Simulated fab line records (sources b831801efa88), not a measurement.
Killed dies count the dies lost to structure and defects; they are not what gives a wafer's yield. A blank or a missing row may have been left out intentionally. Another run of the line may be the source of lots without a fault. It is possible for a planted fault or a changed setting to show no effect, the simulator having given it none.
fab line records -- flow gf180mcu
[record] lots = 24, wafers = 72, lastDay = 34
route steps=602 shown PSD@256 CONTACT@312 M1@329 V2@397
lots that met no fault: from a run of the same line without faults
startH: start of the lot's first displayed wafer, in hours after the record's first day -- waitH: how many hours have passed since the lot's step before this one -- " the same as in the row above -- L1.1+2: one row covering several wafers at once -- - value missing, or start not given -- * or withheld: withheld -- < > ~ a bound
route shown NAME@n: a module of which the file shows steps, and the number in the route of the first -- usual: mean/standard deviation taken from wafers without a fault -- same: alike in all rows -- chamber/n: place in a boat -- sites: the reading at each site -- _std_site: standard deviation of those values -- _edge_site: mean of outer sites minus mean of inner sites -- radiusMm: for every site, how far away it sits from the centre of the wafer -- mask NAME#n: copy n -- behind: the last tool/chamber to shape the wafer -- hold: the reason the lot was held/the length of the hold in hours/how it ended -- device: transistor that didn't switch, given as n, p or np -- end of line: the route-end tests of the same wafers -- a step with no rows: only its recipe -- killed: the dies lost at the first sort to structure and to defects; this is not the yield of the wafer -- map: shows each die of a wafer: x if killed, . if not, _ if none is there
set.NAME: setting as actually run; set.NAME@STEP: the setting as run at that earlier step -- model.NAME: the simulator's own value behind a step, which no gauge read
steps of the route over a sample of lots; a table a step, a row a wafer
services: when a tool's chamber went out of use (startH, in hours from the record's first day, below 0 if earlier), for how many hours, and the reason
[[steps]]
[step GF_PSD_OVL_MEAS_08]
[usual] PSD_OVL = 0.9/1.4
lot.wafer,tool,chamber,startH,waitH,PSD_OVL[nm]
L074.2,overlay-01,-,316.21,0.1,3.4
L074.5,overlay-01,-,316.21,0.1,4.6
L074.6,overlay-01,-,316.21,0.1,3.8
L075.2,overlay-02,-,322.96,0.1,2.4
L075.3,overlay-02,-,322.96,0.1,0.6
L075.4,overlay-02,-,322.96,0.1,0.0
L076.1,overlay-01,-,327.51,0.1,1.1
L076.2,overlay-01,-,327.51,0.1,-0.7
L076.4,overlay-01,-,327.51,0.1,-0.6
L077.1,overlay-01,-,343.41,0.1,-0.2
L077.4,overlay-01,-,343.41,0.1,-0.5
L077.5,overlay-01,-,343.41,0.1,0.2
L078.2,overlay-02,-,351.79,0.1,1.5
L078.5,overlay-02,-,351.79,0.1,2.0
L078.6,overlay-02,-,351.79,0.1,-0.1
L079.4,overlay-01,-,365.20,0.1,1.5
L079.5,overlay-01,-,365.20,0.1,0.8
L079.6,overlay-01,-,365.20,0.1,0.1
L080.2,overlay-01,-,368.31,0.1,2.4
L080.3,overlay-01,-,368.31,0.1,2.1
L080.4,overlay-01,-,368.31,0.1,-1.0
L081.1,overlay-01,-,373.86,0.1,-1.6
L081.4,overlay-01,-,373.86,0.1,-1.1
L081.6,overlay-01,-,373.86,0.1,-1.8
L082.1,overlay-01,-,386.73,0.1,-0.3
L082.2,overlay-01,-,386.73,0.1,1.1
L082.6,overlay-01,-,386.73,0.1,1.8
L083.3,overlay-01,-,399.17,0.1,1.6
L083.5,overlay-01,-,399.17,0.1,1.1
L083.6,overlay-01,-,399.17,0.1,3.1
L084.2,overlay-01,-,402.96,0.1,0.9
L084.3,overlay-01,-,402.96,0.1,0.5
L084.4,overlay-01,-,402.96,0.1,1.6
L085.3,overlay-01,-,407.47,0.1,1.3
L085.4,overlay-01,-,407.47,0.1,2.2
L085.6,overlay-01,-,407.47,0.1,0.9
L086.4,overlay-01,-,419.00,0.1,-0.4
L086.5,overlay-01,-,419.00,0.1,-1.0
L086.6,overlay-01,-,419.00,0.1,1.3
L087.1,overlay-01,-,428.88,0.1,3.1
L087.5,overlay-01,-,428.88,0.1,2.5
L087.6,overlay-01,-,428.88,0.1,-0.1
L088.3,overlay-01,-,434.52,0.1,1.5
L088.4,overlay-01,-,434.52,0.1,1.4
L088.5,overlay-01,-,434.52,0.1,2.6
L089.1,overlay-01,-,449.10,0.1,2.0
L089.4,overlay-01,-,449.10,0.1,2.3
L089.5,overlay-01,-,449.10,0.1,0.7
L090.2,overlay-01,-,454.01,0.1,-0.7
L090.3,overlay-01,-,454.01,0.1,0.0
L090.5,overlay-01,-,454.01,0.1,-1.7
L091.2,overlay-01,-,460.39,0.1,1.2
L091.4,overlay-01,-,460.39,0.1,1.5
L091.6,overlay-01,-,460.39,0.1,0.3
L092.1,overlay-02,-,467.93,0.1,2.7
L092.5,overlay-02,-,467.93,0.1,1.4
L092.6,overlay-02,-,467.93,0.1,2.0
L093.4,overlay-01,-,477.45,0.1,1.6
L093.5,overlay-01,-,477.45,0.1,0.6
L093.6,overlay-01,-,477.45,0.1,0.1
L094.3,overlay-02,-,481.32,0.1,1.4
L094.4,overlay-02,-,481.32,0.1,0.0
L094.6,overlay-02,-,481.32,0.1,1.7
L095.2,overlay-01,-,494.01,0.1,0.2
L095.3,overlay-01,-,494.01,0.1,2.5
L095.6,overlay-01,-,494.01,0.1,2.7
L096.1,overlay-02,-,500.30,0.1,0.8
L096.2,overlay-02,-,500.30,0.1,-1.3
L096.3,overlay-02,-,500.30,0.1,-0.3
L097.4,overlay-01,-,510.47,0.1,-1.4
L097.5,overlay-01,-,510.47,0.1,-0.6
L097.6,overlay-01,-,510.47,0.1,-1.6
[step GF_CONTACT_RS_MEAS_25]
[recipe] thkMeasGauge = four-point-probe, reads = W_of_CONTACT_CVD_24+TiN_of_CONTACT_SPUTTER_23+Ti_of_CONTACT_SPUTTER_22
[usual] CONTACT_W_RS = 0.382/0.0038
lot.wafer,tool,chamber,startH,waitH,CONTACT_W_RS[ohm/sq]
L074.2,filmMetro-04,-,360.52,0.1,0.384
L074.5,filmMetro-04,-,360.52,0.1,0.380
L074.6,filmMetro-04,-,360.52,0.1,0.381
L075.2,filmMetro-02,-,369.37,0.1,0.386
L075.3,filmMetro-02,-,369.37,0.1,0.382
L075.4,filmMetro-02,-,369.37,0.1,0.382
L076.1,filmMetro-03,-,372.69,0.1,0.381
L076.2,filmMetro-03,-,372.69,0.1,0.380
L076.4,filmMetro-03,-,372.69,0.1,0.383
L077.1,filmMetro-03,-,391.25,0.1,0.383
L077.4,filmMetro-03,-,391.25,0.1,0.380
L077.5,filmMetro-03,-,391.25,0.1,0.381
L078.2,filmMetro-03,-,400.43,0.1,0.378
L078.5,filmMetro-03,-,400.43,0.1,0.380
L078.6,filmMetro-03,-,400.43,0.1,0.377
L079.4,filmMetro-03,-,414.37,0.1,0.380
L079.5,filmMetro-03,-,414.37,0.1,0.382
L079.6,filmMetro-03,-,414.37,0.1,0.386
L080.2,filmMetro-04,-,417.17,0.1,0.391
L080.3,filmMetro-04,-,417.17,0.1,0.389
L080.4,filmMetro-04,-,417.17,0.1,0.385
L081.1,filmMetro-04,-,423.65,0.1,0.389
L081.4,filmMetro-04,-,423.65,0.1,0.388
L081.6,filmMetro-04,-,423.65,0.1,0.387
L082.1,filmMetro-04,-,438.25,0.1,0.382
L082.2,filmMetro-04,-,438.25,0.1,0.386
L082.6,filmMetro-04,-,438.25,0.1,0.384
L083.3,filmMetro-04,-,450.40,0.1,0.384
L083.5,filmMetro-04,-,450.40,0.1,0.384
L083.6,filmMetro-04,-,450.40,0.1,0.376
L084.2,filmMetro-03,-,453.84,0.1,0.387
L084.3,filmMetro-03,-,453.84,0.1,0.388
L084.4,filmMetro-03,-,453.84,0.1,0.383
L085.3,filmMetro-04,-,457.94,0.1,0.379
L085.4,filmMetro-04,-,457.94,0.1,0.375
L085.6,filmMetro-04,-,457.94,0.1,0.381
L086.4,filmMetro-02,-,470.46,0.1,0.386
L086.5,filmMetro-02,-,470.46,0.1,0.386
L086.6,filmMetro-02,-,470.46,0.1,0.385
L087.1,filmMetro-04,-,480.31,0.1,0.385
L087.5,filmMetro-04,-,480.31,0.1,0.386
L087.6,filmMetro-04,-,480.31,0.1,0.385
L088.3,filmMetro-04,-,486.04,0.1,0.377
L088.4,filmMetro-04,-,486.04,0.1,0.378
L088.5,filmMetro-04,-,486.04,0.1,0.379
L089.1,filmMetro-04,-,500.11,0.1,0.379
L089.4,filmMetro-04,-,500.11,0.1,0.386
L089.5,filmMetro-04,-,500.11,0.1,0.381
L090.2,filmMetro-02,-,505.22,0.1,0.385
L090.3,filmMetro-02,-,505.22,0.1,0.383
L090.5,filmMetro-02,-,505.22,0.1,0.382
L091.2,filmMetro-04,-,511.55,0.1,0.379
L091.4,filmMetro-04,-,511.55,0.1,0.377
L091.6,filmMetro-04,-,511.55,0.1,0.383
L092.1,filmMetro-03,-,518.15,0.1,0.378
L092.5,filmMetro-03,-,518.15,0.1,0.378
L092.6,filmMetro-03,-,518.15,0.1,0.381
L093.4,filmMetro-04,-,527.33,0.1,0.375
L093.5,filmMetro-04,-,527.33,0.1,0.382
L093.6,filmMetro-04,-,527.33,0.1,0.383
L094.3,filmMetro-02,-,532.44,0.1,0.380
L094.4,filmMetro-02,-,532.44,0.1,0.379
L094.6,filmMetro-02,-,532.44,0.1,0.380
L095.2,filmMetro-02,-,543.93,0.1,0.383
L095.3,filmMetro-02,-,543.93,0.1,0.371
L095.6,filmMetro-02,-,543.93,0.1,0.378
L096.1,filmMetro-03,-,549.66,0.1,0.378
L096.2,filmMetro-03,-,549.66,0.1,0.378
L096.3,filmMetro-03,-,549.66,0.1,0.381
L097.4,filmMetro-03,-,559.27,0.1,0.382
L097.5,filmMetro-03,-,559.27,0.1,0.379
L097.6,filmMetro-03,-,559.27,0.1,0.384
[step GF_CONTACT_THK_MEAS_26]
[recipe] thkMeasGauge = xrf, reads = W_of_CONTACT_CVD_24
[usual] CONTACT_W_THK = 300/4.8
lot.wafer,tool,chamber,startH,waitH,CONTACT_W_THK[nm]
L074.2,filmMetro-04,-,360.63,0.1,302
L074.5,filmMetro-04,-,360.63,0.1,304
L074.6,filmMetro-04,-,360.63,0.1,303
L075.2,filmMetro-02,-,369.48,0.1,294
L075.3,filmMetro-02,-,369.48,0.1,296
L075.4,filmMetro-02,-,369.48,0.1,296
L076.1,filmMetro-03,-,372.81,0.1,299
L076.2,filmMetro-03,-,372.81,0.1,299
L076.4,filmMetro-03,-,372.81,0.1,297
L077.1,filmMetro-03,-,391.37,0.1,293
L077.4,filmMetro-03,-,391.37,0.1,296
L077.5,filmMetro-03,-,391.37,0.1,294
L078.2,filmMetro-03,-,400.54,0.1,297
L078.5,filmMetro-03,-,400.54,0.1,296
L078.6,filmMetro-03,-,400.54,0.1,298
L079.4,filmMetro-03,-,414.46,0.1,297
L079.5,filmMetro-03,-,414.46,0.1,295
L079.6,filmMetro-03,-,414.46,0.1,291
L080.2,filmMetro-04,-,417.28,0.1,295
L080.3,filmMetro-04,-,417.28,0.1,299
L080.4,filmMetro-04,-,417.28,0.1,299
L081.1,filmMetro-04,-,423.77,0.1,298
L081.4,filmMetro-04,-,423.77,0.1,299
L081.6,filmMetro-04,-,423.77,0.1,299
L082.1,filmMetro-04,-,438.37,0.1,305
L082.2,filmMetro-04,-,438.37,0.1,303
L082.6,filmMetro-04,-,438.37,0.1,304
L083.3,filmMetro-04,-,450.50,0.1,304
L083.5,filmMetro-04,-,450.50,0.1,304
L083.6,filmMetro-04,-,450.50,0.1,308
L084.2,filmMetro-03,-,453.95,0.1,292
L084.3,filmMetro-03,-,453.95,0.1,292
L084.4,filmMetro-03,-,453.95,0.1,296
L085.3,filmMetro-04,-,458.04,0.1,308
L085.4,filmMetro-04,-,458.04,0.1,309
L085.6,filmMetro-04,-,458.04,0.1,307
L086.4,filmMetro-02,-,470.55,0.1,293
L086.5,filmMetro-02,-,470.55,0.1,294
L086.6,filmMetro-02,-,470.55,0.1,293
L087.1,filmMetro-04,-,480.43,0.1,301
L087.5,filmMetro-04,-,480.43,0.1,302
L087.6,filmMetro-04,-,480.43,0.1,300
L088.3,filmMetro-04,-,486.14,0.1,308
L088.4,filmMetro-04,-,486.14,0.1,306
L088.5,filmMetro-04,-,486.14,0.1,305
L089.1,filmMetro-04,-,500.23,0.1,306
L089.4,filmMetro-04,-,500.23,0.1,300
L089.5,filmMetro-04,-,500.23,0.1,303
L090.2,filmMetro-02,-,505.33,0.1,294
L090.3,filmMetro-02,-,505.33,0.1,295
L090.5,filmMetro-02,-,505.33,0.1,296
L091.2,filmMetro-04,-,511.66,0.1,306
L091.4,filmMetro-04,-,511.66,0.1,304
L091.6,filmMetro-04,-,511.66,0.1,301
L092.1,filmMetro-03,-,518.27,0.1,299
L092.5,filmMetro-03,-,518.27,0.1,301
L092.6,filmMetro-03,-,518.27,0.1,299
L093.4,filmMetro-04,-,527.42,0.1,310
L093.5,filmMetro-04,-,527.42,0.1,304
L093.6,filmMetro-04,-,527.42,0.1,303
L094.3,filmMetro-02,-,532.54,0.1,299
L094.4,filmMetro-02,-,532.54,0.1,298
L094.6,filmMetro-02,-,532.54,0.1,298
L095.2,filmMetro-02,-,544.04,0.1,296
L095.3,filmMetro-02,-,544.04,0.1,306
L095.6,filmMetro-02,-,544.04,0.1,298
L096.1,filmMetro-03,-,549.78,0.1,301
L096.2,filmMetro-03,-,549.78,0.1,299
L096.3,filmMetro-03,-,549.78,0.1,296
L097.4,filmMetro-03,-,559.36,0.1,298
L097.5,filmMetro-03,-,559.36,0.1,298
L097.6,filmMetro-03,-,559.36,0.1,294
[step GF_M1_CD_MEAS_14]
[recipe] targetCdNm = 230
[usual] cdNm = 230.3/1.3
lot.wafer,tool,chamber,startH,waitH,cdNm
L074.2,cdSem-02,-,383.10,0.1,230.3
L074.5,cdSem-02,-,383.10,0.1,229.3
L074.6,cdSem-02,-,383.10,0.1,230.3
L075.2,cdSem-02,-,393.06,0.1,228.8
L075.3,cdSem-02,-,393.06,0.1,231.0
L075.4,cdSem-02,-,393.06,0.1,231.2
L076.1,cdSem-01,-,396.49,0.1,229.6
L076.2,cdSem-01,-,396.49,0.1,230.4
L076.4,cdSem-01,-,396.49,0.1,230.3
L077.1,cdSem-01,-,415.39,0.1,230.3
L077.4,cdSem-01,-,415.39,0.1,231.1
L077.5,cdSem-01,-,415.39,0.1,230.7
L078.2,cdSem-01,-,425.11,0.1,231.4
L078.5,cdSem-01,-,425.11,0.1,232.1
L078.6,cdSem-01,-,425.11,0.1,231.3
L079.4,cdSem-01,-,439.52,0.1,233.1
L079.5,cdSem-01,-,439.52,0.1,231.9
L079.6,cdSem-01,-,439.52,0.1,232.1
L080.2,cdSem-01,-,442.36,0.1,230.3
L080.3,cdSem-01,-,442.36,0.1,230.6
L080.4,cdSem-01,-,442.36,0.1,231.6
L081.1,cdSem-02,-,448.33,0.1,230.3
L081.4,cdSem-02,-,448.33,0.1,231.5
L081.6,cdSem-02,-,448.33,0.1,231.2
L082.1,cdSem-02,-,463.48,0.1,229.1
L082.2,cdSem-02,-,463.48,0.1,227.1
L082.6,cdSem-02,-,463.48,0.1,229.1
L083.3,cdSem-01,-,475.28,0.1,232.2
L083.5,cdSem-01,-,475.28,0.1,232.2
L083.6,cdSem-01,-,475.28,0.1,232.1
L084.2,cdSem-02,-,478.80,0.1,230.5
L084.3,cdSem-02,-,478.80,0.1,231.0
L084.4,cdSem-02,-,478.80,0.1,229.5
L085.3,cdSem-01,-,482.18,0.1,228.6
L085.4,cdSem-01,-,482.18,0.1,228.6
L085.6,cdSem-01,-,482.18,0.1,227.7
L086.4,cdSem-02,-,495.17,0.1,229.2
L086.5,cdSem-02,-,495.17,0.1,229.1
L086.6,cdSem-02,-,495.17,0.1,228.7
L087.1,cdSem-01,-,504.73,0.1,229.6
L087.5,cdSem-01,-,504.73,0.1,231.0
L087.6,cdSem-01,-,504.73,0.1,229.8
L088.3,cdSem-02,-,510.50,0.1,230.2
L088.4,cdSem-02,-,510.50,0.1,229.1
L088.5,cdSem-02,-,510.50,0.1,230.2
L089.1,cdSem-01,-,524.33,0.1,231.0
L089.4,cdSem-01,-,524.33,0.1,230.5
L089.5,cdSem-01,-,524.33,0.1,229.7
L090.2,cdSem-01,-,529.10,0.1,230.1
L090.3,cdSem-01,-,529.10,0.1,230.4
L090.5,cdSem-01,-,529.10,0.1,230.3
L091.2,cdSem-02,-,535.30,0.1,232.6
L091.4,cdSem-02,-,535.30,0.1,233.4
L091.6,cdSem-02,-,535.30,0.1,232.1
L092.1,cdSem-01,-,542.13,0.1,229.6
L092.5,cdSem-01,-,542.13,0.1,229.7
L092.6,cdSem-01,-,542.13,0.1,229.5
L093.4,cdSem-01,-,550.49,0.1,231.7
L093.5,cdSem-01,-,550.49,0.1,232.3
L093.6,cdSem-01,-,550.49,0.1,231.3
L094.3,cdSem-01,-,556.02,0.1,229.9
L094.4,cdSem-01,-,556.02,0.1,231.0
L094.6,cdSem-01,-,556.02,0.1,229.3
L095.2,cdSem-02,-,566.98,0.1,229.9
L095.3,cdSem-02,-,566.98,0.1,228.5
L095.6,cdSem-02,-,566.98,0.1,228.4
L096.1,cdSem-01,-,572.46,0.1,229.8
L096.2,cdSem-01,-,572.46,0.1,228.6
L096.3,cdSem-01,-,572.46,0.1,227.6
L097.4,cdSem-02,-,581.39,0.1,230.0
L097.5,cdSem-02,-,581.39,0.1,229.0
L097.6,cdSem-02,-,581.39,0.1,229.1
[step GF_V2_OVL_MEAS_15]
[usual] V2_OVL = -1/4.5
lot.wafer,tool,chamber,startH,waitH,V2_OVL[nm]
L074.2,overlay-01,-,459.26,0.1,-4
L074.5,overlay-01,-,459.26,0.1,-8
L074.6,overlay-01,-,459.26,0.1,0
L075.2,overlay-02,-,470.71,0.1,-1
L075.3,overlay-02,-,470.71,0.1,7
L075.4,overlay-02,-,470.71,0.1,-1
L076.1,overlay-02,-,473.70,0.1,5
L076.2,overlay-02,-,473.70,0.1,6
L076.4,overlay-02,-,473.70,0.1,-2
L077.1,overlay-01,-,491.20,0.1,0
L077.4,overlay-01,-,491.20,0.1,-1
L077.5,overlay-01,-,491.20,0.1,-3
L078.2,overlay-01,-,502.21,0.1,2
L078.5,overlay-01,-,502.21,0.1,-2
L078.6,overlay-01,-,502.21,0.1,0
L079.4,overlay-02,-,515.72,0.1,0
L079.5,overlay-02,-,515.72,0.1,11
L079.6,overlay-02,-,515.72,0.1,0
L080.2,overlay-01,-,518.66,0.1,5
L080.3,overlay-01,-,518.66,0.1,-7
L080.4,overlay-01,-,518.66,0.1,1
L081.1,overlay-02,-,525.75,0.1,-5
L081.4,overlay-02,-,525.75,0.1,-3
L081.6,overlay-02,-,525.75,0.1,-6
L082.1,overlay-02,-,538.60,0.1,4
L082.2,overlay-02,-,538.60,0.1,4
L082.6,overlay-02,-,538.60,0.1,-1
L083.3,overlay-01,-,549.91,0.1,0
L083.5,overlay-01,-,549.91,0.1,6
L083.6,overlay-01,-,549.91,0.1,2
L084.2,overlay-02,-,552.76,0.1,12
L084.3,overlay-02,-,552.76,0.1,4
L084.4,overlay-02,-,552.76,0.1,13
L085.3,overlay-02,-,556.31,0.1,-10
L085.4,overlay-02,-,556.31,0.1,-4
L085.6,overlay-02,-,556.31,0.1,-4
L086.4,overlay-02,-,568.27,0.1,3
L086.5,overlay-02,-,568.27,0.1,1
L086.6,overlay-02,-,568.27,0.1,2
L087.1,overlay-02,-,577.60,0.1,-6
L087.5,overlay-02,-,577.60,0.1,-2
L087.6,overlay-02,-,577.60,0.1,-6
L088.3,overlay-01,-,582.41,0.1,-4
L088.4,overlay-01,-,582.41,0.1,-3
L088.5,overlay-01,-,582.41,0.1,-5
L089.1,overlay-02,-,595.75,0.1,-2
L089.4,overlay-02,-,595.75,0.1,-8
L089.5,overlay-02,-,595.75,0.1,-4
L090.2,overlay-02,-,599.96,0.1,-3
L090.3,overlay-02,-,599.96,0.1,1
L090.5,overlay-02,-,599.96,0.1,2
L091.2,overlay-01,-,606.06,0.1,1
L091.4,overlay-01,-,606.06,0.1,-2
L091.6,overlay-01,-,606.06,0.1,-1
L092.1,overlay-01,-,612.15,0.1,-4
L092.5,overlay-01,-,612.15,0.1,5
L092.6,overlay-01,-,612.15,0.1,-4
L093.4,overlay-01,-,619.97,0.1,4
L093.5,overlay-01,-,619.97,0.1,-2
L093.6,overlay-01,-,619.97,0.1,4
L094.3,overlay-02,-,623.42,0.1,4
L094.4,overlay-02,-,623.42,0.1,-6
L094.6,overlay-02,-,623.42,0.1,-2
L095.2,overlay-01,-,635.91,0.1,3
L095.3,overlay-01,-,635.91,0.1,0
L095.6,overlay-01,-,635.91,0.1,-7
L096.1,overlay-01,-,639.90,0.1,-3
L096.2,overlay-01,-,639.90,0.1,-4
L096.3,overlay-01,-,639.90,0.1,-3
L097.4,overlay-02,-,646.79,0.1,1
L097.5,overlay-02,-,646.79,0.1,-5
L097.6,overlay-02,-,646.79,0.1,-1
[step GF_V2_CVD_23]
[recipe] material = W, targetThkNm = 350, timeS = 104.94, tempC = 400, pressureTorr = 40
[usual] heaterPowerW = 848/30
lot.wafer,tool,chamber,startH,waitH,heaterPowerW
L074.2,cvdW-01,0,460.05,0.0,843
L074.5,cvdW-01,0,460.05,0.0,857
L074.6,cvdW-01,1,460.05,0.0,860
L075.2,cvdW-01,1,471.50,0.0,839
L075.3,cvdW-01,0,471.50,0.0,856
L075.4,cvdW-01,1,471.50,0.0,826
L076.1,cvdW-02,1,474.51,0.0,806
L076.2,cvdW-02,0,474.51,0.0,883
L076.4,cvdW-02,0,474.51,0.0,874
L077.1,cvdW-02,1,492.00,0.0,821
L077.4,cvdW-02,0,492.00,0.0,889
L077.5,cvdW-02,1,492.00,0.0,796
L078.2,cvdW-01,1,503.03,0.0,844
L078.5,cvdW-01,0,503.03,0.0,858
L078.6,cvdW-01,1,503.03,0.0,838
L079.4,cvdW-01,1,516.57,0.1,839
L079.5,cvdW-01,0,516.57,0.1,846
L079.6,cvdW-01,1,516.57,0.1,860
L080.2,cvdW-01,1,519.46,0.0,851
L080.3,cvdW-01,1,519.46,0.0,823
L080.4,cvdW-01,0,519.46,0.0,861
L081.1,cvdW-02,0,526.57,0.0,900
L081.4,cvdW-02,1,526.57,0.0,788
L081.6,cvdW-02,0,526.57,0.0,878
L082.1,cvdW-02,1,539.40,0.0,799
L082.2,cvdW-02,0,539.40,0.0,886
L082.6,cvdW-02,0,539.40,0.0,902
L083.3,cvdW-01,0,550.74,0.1,847
L083.5,cvdW-01,0,550.74,0.1,833
L083.6,cvdW-01,1,550.74,0.1,838
L084.2,cvdW-02,1,553.55,0.0,807
L084.3,cvdW-02,1,553.55,0.0,812
L084.4,cvdW-02,0,553.55,0.0,910
L085.3,cvdW-02,0,557.15,0.1,901
L085.4,cvdW-02,1,557.15,0.1,813
L085.6,cvdW-02,0,557.15,0.1,894
L086.4,cvdW-01,0,569.09,0.1,845
L086.5,cvdW-01,1,569.09,0.1,843
L086.6,cvdW-01,0,569.09,0.1,848
L087.1,cvdW-01,1,578.44,0.0,859
L087.5,cvdW-01,1,578.44,0.0,853
L087.6,cvdW-01,0,578.44,0.0,837
L088.3,cvdW-01,0,583.24,0.1,847
L088.4,cvdW-01,1,583.24,0.1,848
L088.5,cvdW-01,0,583.24,0.1,862
L089.1,cvdW-01,1,596.55,0.0,839
L089.4,cvdW-01,0,596.55,0.0,852
L089.5,cvdW-01,1,596.55,0.0,860
L090.2,cvdW-01,1,600.75,0.0,833
L090.3,cvdW-01,1,600.75,0.0,820
L090.5,cvdW-01,0,600.75,0.0,833
L091.2,cvdW-01,1,606.85,0.0,841
L091.4,cvdW-01,1,606.85,0.0,837
L091.6,cvdW-01,1,606.85,0.0,847
L092.1,cvdW-01,0,613.04,0.0,843
L092.5,cvdW-01,1,613.04,0.0,814
L092.6,cvdW-01,0,613.04,0.0,854
L093.4,cvdW-02,0,620.79,0.1,892
L093.5,cvdW-02,1,620.79,0.1,805
L093.6,cvdW-02,0,620.79,0.1,917
L094.3,cvdW-02,1,624.24,0.1,803
L094.4,cvdW-02,0,624.24,0.1,888
L094.6,cvdW-02,0,624.24,0.1,915
L095.2,cvdW-01,1,636.73,0.0,859
L095.3,cvdW-01,0,636.73,0.0,840
L095.6,cvdW-01,1,636.73,0.0,839
L096.1,cvdW-01,0,640.70,0.0,874
L096.2,cvdW-01,1,640.70,0.0,858
L096.3,cvdW-01,0,640.70,0.0,847
L097.4,cvdW-02,0,647.67,0.1,899
L097.5,cvdW-02,0,647.67,0.1,919
L097.6,cvdW-02,1,647.67,0.1,813
[[services]]
tool,chamber,startH,hours,kind
cvdW-02,-,464.45,2.8,pm
cvdW-01,-,472.55,12.0,repair
cvdW-02,-,578.24,6.0,pm
cvdW-01,0,608.23,1.6,repair
cvdW-02,-,636.48,0.7,repair
[[key]]
fault none
